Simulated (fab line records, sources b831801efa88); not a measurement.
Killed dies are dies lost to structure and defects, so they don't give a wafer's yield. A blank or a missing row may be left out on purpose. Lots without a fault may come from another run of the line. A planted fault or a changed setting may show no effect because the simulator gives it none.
Which tool did it? | flow sky130 | 13 lots, 39 wafers sampled, at 3 steps of a route of 708

WHAT THE GAUGES READ, wafer by wafer
SKY_METAL1_CD_MEAS_15: target cd 140 nm. Usual: cd_nm 140.1 nm, standard deviation 1.4.
lot  | measured     | on        | cd_nm (nm)        | flag
L469 | day 32 20:33 | cd_sem-01 | 141.6 140.5 141.2 |
L472 | day 33 22:41 | cd_sem-02 | 137.4 139.6 138.3 |
L473 | day 34 10:08 | cd_sem-02 | 137.2 138.8 138.7 |
L474 | day 34 23:49 | cd_sem-02 | 143.6 141.9 141.7 |
L476 | day 35 01:44 | cd_sem-01 | 139.7 139.9 139.5 |
L477 | day 36 09:40 | cd_sem-01 | 142.4 141.9 140.2 |
L483 | day 37 19:11 | cd_sem-02 | 141.4 141.2 140.7 |
L485 | day 38 03:49 | cd_sem-02 | 138.1 138.4 138.4 |
L484 | day 38 05:36 | cd_sem-01 | 139.3 137.7 138.6 |
L488 | day 39 01:26 | cd_sem-02 | 138.3 141.1 138.7 |
L489 | day 39 05:04 | cd_sem-02 | 140.0 141.3 139.3 |
L491 | day 39 23:03 | cd_sem-02 | 140.0 140.2 138.3 |
L492 | day 39 23:44 | cd_sem-01 | 140.3 139.4 140.5 |

WHICH TOOL RAN EACH LOT (tool, then ch and the chambers of the sampled wafers, then the start)
lot  | SKY_METAL1_SPUTTER_00        | SKY_METAL1_SPUTTER_03
L469 | pvd_sputter-03, day 31 17:04 | pvd_sputter-03, day 31 17:08
L472 | pvd_sputter-02, day 32 19:25 | pvd_sputter-02, day 32 19:29
L473 | pvd_sputter-03, day 33 07:01 | pvd_sputter-03, day 33 07:05
L474 | pvd_sputter-03, day 33 21:22 | pvd_sputter-03, day 33 21:26
L476 | pvd_sputter-01, day 33 22:22 | pvd_sputter-01, day 33 22:26
L477 | pvd_sputter-02, day 35 07:12 | pvd_sputter-02, day 35 07:17
L483 | pvd_sputter-03, day 36 16:20 | pvd_sputter-03, day 36 16:24
L485 | pvd_sputter-01, day 37 01:58 | pvd_sputter-01, day 37 02:02
L484 | pvd_sputter-01, day 37 03:41 | pvd_sputter-01, day 37 03:46
L488 | pvd_sputter-03, day 37 23:35 | pvd_sputter-03, day 37 23:39
L489 | pvd_sputter-03, day 38 04:05 | pvd_sputter-03, day 38 04:10
L491 | pvd_sputter-01, day 38 21:01 | pvd_sputter-01, day 38 21:05
L492 | pvd_sputter-02, day 38 22:52 | pvd_sputter-02, day 38 22:56
- SKY_METAL1_SPUTTER_00: material Ti, target thk 15 nm, time 10 s.
- SKY_METAL1_SPUTTER_03: material Ti, target thk 5 nm, time 3.3 s.

WHAT THE TOOLS THEMSELVES READ (means of the sampled wafers that have a number; where no wafer has one, the mark that the record gives instead)
SKY_METAL1_SPUTTER_00. Usual: throttle_valve_pct 30.0 %, standard deviation 0.6.
lot  | tool           | throttle_valve_pct (%) | flag
L469 | pvd_sputter-03 | 30.1                   |
L472 | pvd_sputter-02 | 30.0                   |
L473 | pvd_sputter-03 | 30.1                   |
L474 | pvd_sputter-03 | 29.6                   |
L476 | pvd_sputter-01 | 29.9                   |
L477 | pvd_sputter-02 | 30.3                   |
L483 | pvd_sputter-03 | 30.5                   |
L485 | pvd_sputter-01 | 30.4                   |
L484 | pvd_sputter-01 | 30.1                   |
L488 | pvd_sputter-03 | 30.1                   |
L489 | pvd_sputter-03 | 30.4                   |
L491 | pvd_sputter-01 | 29.4                   |
L492 | pvd_sputter-02 | 29.4                   |

SKY_METAL1_SPUTTER_03. Usual: throttle_valve_pct 30.0 %, standard deviation 0.61.
lot  | tool           | throttle_valve_pct (%) | flag
L469 | pvd_sputter-03 | 29.9                   |
L472 | pvd_sputter-02 | 29.9                   |
L473 | pvd_sputter-03 | 30.2                   |
L474 | pvd_sputter-03 | 29.6                   |
L476 | pvd_sputter-01 | 30.0                   |
L477 | pvd_sputter-02 | 30.2                   |
L483 | pvd_sputter-03 | 30.7                   |
L485 | pvd_sputter-01 | 30.3                   |
L484 | pvd_sputter-01 | 30.0                   |
L488 | pvd_sputter-03 | 30.3                   |
L489 | pvd_sputter-03 | 30.6                   |
L491 | pvd_sputter-01 | 29.3                   |
L492 | pvd_sputter-02 | 29.5                   |

THE ANSWER, worked out from the rows above alone
Rule: a lot is off if the mean of its wafers that have a number lies more than 3 standard deviations from the usual mean. A lot without any number at a reading at which 4 lots or more have one is off too. The other lots that the step has rows for count as sound. The gauges are gone through in route order, then the tools' own readings, and for those a lot's mean is taken as printed above. The first step at which some lot is off is used, and at that step the reading that is off furthest; a lot without a number counts as furthest.
No lot is off at any reading shown: from this, nothing can be told.

WHAT THE SIMULATOR HAD PUT IN
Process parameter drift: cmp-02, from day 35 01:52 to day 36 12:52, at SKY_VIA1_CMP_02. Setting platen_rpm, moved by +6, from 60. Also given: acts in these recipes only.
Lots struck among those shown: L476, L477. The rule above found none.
